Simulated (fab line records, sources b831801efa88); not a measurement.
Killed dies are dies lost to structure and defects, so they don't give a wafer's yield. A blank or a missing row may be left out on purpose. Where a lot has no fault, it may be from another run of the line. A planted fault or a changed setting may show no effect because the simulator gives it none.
Which of the tools did it?	flow sky130	Sampling: 13 lots, 38 wafers, 4 of 708 route steps

## WHAT THE GAUGES SHOWED, per wafer
SKY_NWELL_THK_MEAS_02.
lot	measured	on	NWELL_OXIDATION_THK (nm)
L536	day 2 20:07	film-metro-03	10.02 10.05 9.97
L539	day 3 08:19	film-metro-01	10.11 10.00 10.13
L540	day 3 15:54	film-metro-04	9.81 9.68 9.77
L542	day 4 03:11	film-metro-04	9.88 9.82 9.92
L543	day 4 08:52	film-metro-03	10.02 10.06 10.12
L544	day 4 15:29	film-metro-04	10.21 9.92 10.22
L545	day 4 21:02	film-metro-01	9.90 9.81 9.82
L546	day 5 02:35	film-metro-01	9.87 9.87 9.99
L548	day 5 13:32	film-metro-04	10.30 10.27 10.49
L553	day 6 10:40	film-metro-03	10.26 10.10
L555	day 6 20:08	film-metro-03	9.99 9.86 9.99
L557	day 7 06:56	film-metro-01	9.98 10.06 9.98
L558	day 7 10:32	film-metro-01	10.35 10.28 10.39

SKY_VT_ADJUST_LVTN_TW_MEAS_21.
lot	measured	on	VT_ADJUST_LVTN_2_TW
L536	day 8 05:50	film-metro-03	186.5 185.9 185.2
L539	day 8 22:29	film-metro-04	192.1 191.7 191.5
L540	day 9 09:28	film-metro-04	191.9 192.6 192.4
L542	day 9 21:51	film-metro-02	189.8 188.6 187.9
L543	day 10 07:45	film-metro-04	193.7 193.1 193.1
L544	day 10 15:52	film-metro-04	192.6 191.9 192.1
L545	day 10 21:28	film-metro-02	188.5 188.7 189.3
L546	day 11 06:34	film-metro-02	189.4 188.8 189.5
L548	day 11 20:48	film-metro-03	185.4 185.6 185.5
L553	day 13 02:53	film-metro-03	186.0 174.9
L555	day 13 14:29	film-metro-03	185.6 176.6 187.2
L557	day 14 05:06	film-metro-04	192.3 191.2 191.2
L558	day 14 10:56	film-metro-02	190.1 189.0 189.4

SKY_VT_ADJUST_HVTR_OVL_MEAS_08.
lot	measured	on	VT_ADJUST_HVTR_OVL (nm)
L536	day 10 03:44	overlay-02	1.9 0.5 1.0
L539	day 10 21:15	overlay-01	0.6 -0.7 0.0
L540	day 11 07:47	overlay-02	-1.1 0.8 0.5
L542	day 11 20:54	overlay-01	0.1 -1.7 -0.6
L543	day 12 06:58	overlay-02	0.8 -0.3 0.0
L544	day 12 17:39	overlay-02	2.4 3.5 3.3
L545	day 12 22:50	overlay-02	2.3 0.0 -0.7
L546	day 13 09:33	overlay-02	0.2 -0.3 -0.3
L548	day 14 01:55	overlay-02	1.0 0.3 1.0
L553	day 15 10:31	overlay-01	0.2 0.4
L555	day 15 23:37	overlay-01	-1.7 -2.6 -0.6
L557	day 16 16:02	overlay-02	-0.6 0.2 -1.1
L558	day 16 22:43	overlay-01	-0.6 -1.8 -1.1

## TOOL THAT RAN EACH LOT (tool first, then ch and the chambers of the sampled wafers, then the start)
lot	SKY_VT_ADJUST_LVTN_IMPLANT_19
L536	implanter-04 ch 0, day 8 05:35
L539	implanter-03 ch 0, day 8 22:14
L540	implanter-03 ch 0, day 9 09:16
L542	implanter-04 ch 0, day 9 21:36
L543	implanter-03 ch 0, day 10 07:32
L544	implanter-02 ch 0, day 10 15:40
L545	implanter-02 ch 0, day 10 21:14
L546	implanter-02 ch 0, day 11 06:21
L548	implanter-02 ch 0, day 11 20:32
L553	implanter-04 ch 0, day 13 02:38
L555	implanter-04 ch 0, day 13 14:14
L557	implanter-02 ch 0, day 14 04:51
L558	implanter-02 ch 0, day 14 10:43
- SKY_VT_ADJUST_LVTN_IMPLANT_19

## AS READ BY THE TOOLS THEMSELVES (means over the sampled wafers that have a number; for cases with no such wafer, the mark the record gives instead)
The record holds no such reading with a usual standard deviation.

## THE ANSWER, worked out from the rows above alone
Rule: usual is defined by the lots themselves. Put in order of their means at a reading, lots are off if they are a third of the lots or fewer, leave a main group of 4 or more, and stand apart from it by a gap of 3 or more times the standard deviation of the main group's means; of several such gaps the widest counts. The tables above print the reading to a certain number of digits; a main group whose means all agree to those digits is not used. A lot without any number at a reading at which 4 lots or more have one is off too. All remaining lots with rows at the step are treated as sound. The gauges are gone through in route order, then the tools' own readings, and for those a lot's mean is taken as printed above. At the first step where some lot is off, the reading lying furthest off is the one used; lots without a number count as furthest.
Across all readings shown, no lot is off: no conclusion can be drawn from this.

## WHAT THE SIMULATOR HAD INSERTED
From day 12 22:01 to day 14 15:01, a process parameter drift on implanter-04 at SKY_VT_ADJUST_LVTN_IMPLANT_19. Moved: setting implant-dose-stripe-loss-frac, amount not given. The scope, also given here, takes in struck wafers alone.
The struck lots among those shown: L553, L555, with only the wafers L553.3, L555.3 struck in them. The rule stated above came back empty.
